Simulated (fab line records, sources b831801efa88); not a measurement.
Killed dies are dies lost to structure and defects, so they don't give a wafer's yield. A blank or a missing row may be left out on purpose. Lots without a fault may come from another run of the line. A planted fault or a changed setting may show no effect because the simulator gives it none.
One fault seen from 2 desks | flow gf180mcu | each desk has only its own numbers; what lay behind them comes last

THE TOOL OWNER'S DESK: pecvd-03
The tool's own readings at GF_V2_CVD_02 (deposits SiO2 from TEOS, target thk 850 nm, time 94.851 s): means of the sampled wafers that have a number, for each lot that ran on this tool. A lot is out of limits, marked OUT, if its mean lies more than 4 standard deviations from the usual mean; the brackets give that distance.
Columns: A = heater_power_w at GF_V2_CVD_02, usual 621 W; B = rf_fwd_power_W at GF_V2_CVD_02, usual 597.2 W
lot  | first seen here | A   | B
L259 | day 21 08:38    | 511 | 597.9
L263 | day 22 22:08    | 598 | 597.5
L265 | day 23 13:52    | 582 | 597.1
L275 | day 26 16:15    | 537 | 596.7
This desk's finding: nothing out of limits on any of the 4 lots.

THE METROLOGY DESK
What the gauges read, lot by lot, whatever tool the lot ran on: means of the sampled wafers that have a number. A lot is out of limits, marked OUT, if its mean lies more than 4 standard deviations from the usual mean; the brackets give that distance.
Columns: A = cd_nm at GF_M3_CD_MEAS_14, usual 280.6 nm
lot  | first seen here | A
L255 | day 21 13:32    | 278.3
L257 | day 22 19:36    | 280.9
L259 | day 23 09:23    | 279.9
L263 | day 24 21:39    | 282.0
L265 | day 25 13:15    | 281.5
L270 | day 27 01:43    | 280.7
L272 | day 27 13:44    | 279.1
L273 | day 27 22:29    | 280.0
L275 | day 28 13:30    | 280.2
L276 | day 28 19:23    | 280.2
L277 | day 29 07:29    | 281.3
L278 | day 29 14:19    | 281.7
This desk's finding: nothing out of limits on any of the 12 lots.

PUT TOGETHER
The tool owner's desk saw nothing out of limits.
The metrology desk saw nothing out of limits.

WHAT THE SIMULATOR HAD PUT IN
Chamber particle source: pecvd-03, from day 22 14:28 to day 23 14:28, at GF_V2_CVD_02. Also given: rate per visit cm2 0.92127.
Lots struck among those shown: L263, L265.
